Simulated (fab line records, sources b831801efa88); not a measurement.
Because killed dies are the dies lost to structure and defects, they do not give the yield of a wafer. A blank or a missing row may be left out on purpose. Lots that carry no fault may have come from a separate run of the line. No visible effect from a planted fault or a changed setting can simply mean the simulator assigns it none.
Which of the tools did it?    flow gf180mcu    45 wafers from 15 lots sampled at 2 of the route's 602 steps

WHAT THE GAUGES SHOWED, per wafer
GF_V4_THK_MEAS_01. Usual: V4_CVD_00_THK 599 nm, standard deviation 5.4.
lot   measured      on             V4_CVD_00_THK (nm)  flag
L856  day 23 13:52  film metro-02  597 606 609         
L860  day 25 05:04  film metro-02  596 597 599         
L861  day 25 05:54  film metro-03  602 609 608         
L864  day 26 21:38  film metro-01  596 600 601         
L865  day 27 01:01  film metro-03  597 599 604         
L866  day 27 05:09  film metro-03  604 605 602         
L870  day 28 22:15  film metro-01  603 606 604         
L872  day 29 00:04  film metro-03  598 597 599         
L874  day 29 16:58  film metro-03  588 591 586         
L873  day 29 17:25  film metro-03  600 608 602         
L875  day 29 19:55  film metro-01  594 587 601         
L876  day 30 02:11  film metro-03  598 596 589         
L877  day 30 11:32  film metro-02  599 599 594         
L878  day 30 17:55  film metro-03  604 599 600         
L879  day 30 20:09  film metro-03  600 609 605         

EACH LOT AND THE TOOL THAT RAN IT (in order: tool; ch and the chambers of the sampled wafers; start)
lot   GF_M4_SPUTTER_04
L856  pvd sputter-04, day 22 14:26
L860  pvd sputter-04, day 24 05:10
L861  pvd sputter-03, day 24 07:26
L864  pvd sputter-04, day 26 00:12
L865  pvd sputter-04, day 26 03:23
L866  pvd sputter-04, day 26 08:05
L870  pvd sputter-03, day 28 01:33
L872  pvd sputter-04, day 28 02:55
L874  pvd sputter-04, day 28 20:42
L873  pvd sputter-03, day 28 21:14
L875  pvd sputter-04, day 29 00:17
L876  pvd sputter-02, day 29 06:20
L877  pvd sputter-04, day 29 15:41
L878  pvd sputter-04, day 29 22:39
L879  pvd sputter-03, day 30 01:55
- GF_M4_SPUTTER_04: material TiN, target thk 50 nm, time 41.7 s.

WHAT THE TOOLS THEMSELVES READ (means of the sampled wafers that have a number; where no wafer has one, the mark that the record gives instead)
GF_M4_SPUTTER_04. Usual: 30.4 % for throttle valve pct, sd 1.2.
lot   tool            throttle valve pct (%)  flag
L856  pvd sputter-04  30.4                    
L860  pvd sputter-04  30.8                    
L861  pvd sputter-03  31.1                    
L864  pvd sputter-04  29.9                    
L865  pvd sputter-04  30.5                    
L866  pvd sputter-04  30.5                    
L870  pvd sputter-03  30.0                    
L872  pvd sputter-04  30.5                    
L874  pvd sputter-04  31.6                    
L873  pvd sputter-03  30.7                    
L875  pvd sputter-04  29.3                    
L876  pvd sputter-02  31.0                    
L877  pvd sputter-04  30.6                    
L878  pvd sputter-04  30.3                    
L879  pvd sputter-03  30.6                    

THE ANSWER, worked out from the rows above alone
Rule: lot off if the mean of its wafers having a number is beyond 3 standard deviations from the usual mean. A lot without any number at a reading at which 4 lots or more have one is off too. The other lots that the step has rows for count as sound. Order of review: gauges by route order, followed by the tools' own readings, for which a lot's mean as printed above is used. The first step at which some lot is off is used, and at that step the reading that is off furthest; a lot without a number counts as furthest.
Nothing can be told from this: no lot is off at any reading shown.

WHAT THE SIMULATOR HAD INSERTED
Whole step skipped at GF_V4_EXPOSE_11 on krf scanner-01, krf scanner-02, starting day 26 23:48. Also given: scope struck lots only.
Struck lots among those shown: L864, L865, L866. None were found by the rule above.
